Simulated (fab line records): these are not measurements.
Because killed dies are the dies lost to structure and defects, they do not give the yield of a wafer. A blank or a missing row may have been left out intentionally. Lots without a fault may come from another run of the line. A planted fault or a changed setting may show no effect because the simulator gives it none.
Struck lot and sound lot, side by side ; flow sky130 ; 17 steps out of a route of 708
Sound: these wafers, L973.1, L973.4, L973.6. Struck: wafer L966.4 (L966.3, L966.6, from the same lot, were not struck and are left out); the cause is given at the end.
For every step that has rows: the tool of each side, followed by ch and its chambers, followed by its first start. Under that, the readings that differ: sound wafers ; struck wafers ; difference of the means ; sigmas: that difference in standard deviations of wafers without a fault.
alike: same words and numbers on both sides, and readings whose means sit less than 2 such deviations apart. not compared: any withheld reading, any reading some wafer has no value for, any bound like >300 that may hide the same value, and any number with overlapping values for which the record gives no deviation.
The two part at a step that has a row with sigmas, a row that says differs or no value, or rows on one side only. Non-overlapping numbers with no deviation appear without sigmas and do not part them. A reading missing from all wafers of one side parts the sides only when that side holds two or more wafers.

SKY_METAL2_THK_MEAS_06: measures by xrf.
  sound: filmMetro-01 at day 38 07:16; struck: filmMetro-01 at day 36 14:01
reading;sound;struck;difference;sigmas
METAL2_ALCU_THK (nm);255.6 257.1 254.8;249.3;-6.5;-2
then, 8 steps without rows for these wafers: SKY_METAL2_DEHYDRATE_07 (time 60 s); SKY_METAL2_HMDS_08 (prime time 60 s); SKY_METAL2_COAT_09 (resist thk 60 nm); SKY_METAL2_COAT_10 (resist thk 450 nm); SKY_METAL2_SOFTBAKE_11 (time 90 s); SKY_METAL2_EXPOSE_12 (exposes mask MM2, target cd 140 nm); SKY_METAL2_PEB_13; SKY_METAL2_DEVELOP_14 (develop time 60 s).
SKY_METAL2_CD_MEAS_15 targets a cd of 140 nm.
  sound: cdSem-02 at day 39 07:34; struck: cdSem-02 at day 37 15:45
  alike: cdNm
SKY_METAL2_OVL_MEAS_16:
  sound: overlay-01 at day 39 07:41; struck: overlay-01 at day 37 15:50
  alike: METAL2_OVL
SKY_METAL2_DESCUM_17: chemistry O2, time 8 s.
  sound on rieMetal-02 ch 0,1, day 39 07:43; struck on rieMetal-04 ch 1, day 37 15:53
  alike: drypumpMotorCurrentA, heBacksideLeakSccm, oesProductAu
  not compared: rfHoursCounterH
SKY_METAL2_ETCH_18: etches BARC in N2/H2, stops on SiO2, time 45.9 s, target depth 60 nm.
  sound on rieMetal-02 ch 0,1, day 39 07:45; struck on rieMetal-04 ch 1, day 37 15:55
reading;sound;struck;difference;sigmas
oesProductAu (a.u.);0.849 0.848 0.857;0.729;-0.122;-27
model.KrF-thick_of_METAL2_COAT_10.thkNm (nm);390.4 389.1 390;411.7;+21.9;
model.etch.depthNm (nm);59.73 59.69 59.89;44.11;-15.66;
model.METAL2.cdNm (nm);141.9 141.5 142;143.6;+1.8;
  alike: drypumpMotorCurrentA, h2FlowSccm, heBacksideLeakSccm, throttleValvePct
  not compared: rfHoursCounterH
SKY_METAL2_METAL_ETCH_19: etches the open film in Cl2/BCl3, stops on SiO2, target depth 360 nm, time 78 s.
  sound on rieMetal-02 ch 0,1, day 39 07:49; struck on rieMetal-04 ch 1, day 37 15:59
reading;sound;struck;difference;sigmas
model.KrF-thick_of_METAL2_COAT_10.thkNm (nm);154.1 153.8 155.8;181.9;+27.3;
model.METAL2.cdNm (nm);143.8 143.3 142.1;144.8;+1.7;
  alike: bcl3FlowSccm, drypumpMotorCurrentA, heBacksideLeakSccm, oesProductAu, throttleValvePct
  not compared: rfHoursCounterH
SKY_METAL2_STRIP_20: strips in O2/N2.
  sound on plasmaAsher-03 ch 0,1, day 39 07:54; struck on plasmaAsher-01 ch 1, day 37 16:05
reading;sound;struck;difference;sigmas
oesProductAu (a.u.);0.341 0.340 0.347;0.354;+0.011;+3
stripTimeToEndpointS (s);2.63 2.64 2.67;2.94;+0.29;+8
  alike: drypumpMotorCurrentA
  not compared: rfHoursCounterH
then, 1 step without rows for these wafers: SKY_METAL2_STRIP_21 (strips in post etch residue remover, time 1200 s).
-- the record jumps here: 10 days lie between the struck wafers' starts before and after (it left off in module METAL2 and takes up again in module PAD_OPEN, whose first step shown is number 708 of the route) --
SKY_PAD_OPEN_PROBE_99:
  sound: prober-02 at day 49 00:28; struck: prober-01 at day 47 19:10
reading;sound;struck;difference;sigmas
model.etest.tester.sortNPass;416 404 388;1;-402;
model.etest.tester.sort_bin_3_pct (%);1.423 0 1.626;83.54;+82.52;
model.etest.tester.sortYieldPct (%);84.55 82.11 78.86;0.2033;-81.6367;
model.etest.liconHighPo.short;0 0 0;1;+1;
model.etest.met4Comb.overLimit;0 0 0;1;+1;
model.etest.capMim.short;0 0 0;1;+1;
model.etest.via1Chain.short;0 0 0;1;+1;
model.etest.pfet_01v8_lvt.overLimit;0 0 0;1;+1;
  alike: defectLimitedYield, killed_at_M0_to_M3, killed_at_M4_up, killedAtContacts, killedAtFrontEnd, killedAtOther, killedDies, killedOpen, killedShort

== WHERE THEY PART ==
At SKY_METAL2_THK_MEAS_06 first; at SKY_METAL2_STRIP_20 last (within this record only). Later steps at which nothing parts them and some readings are alike: SKY_PAD_OPEN_PROBE_99.

WHY: the cause the simulator had injected
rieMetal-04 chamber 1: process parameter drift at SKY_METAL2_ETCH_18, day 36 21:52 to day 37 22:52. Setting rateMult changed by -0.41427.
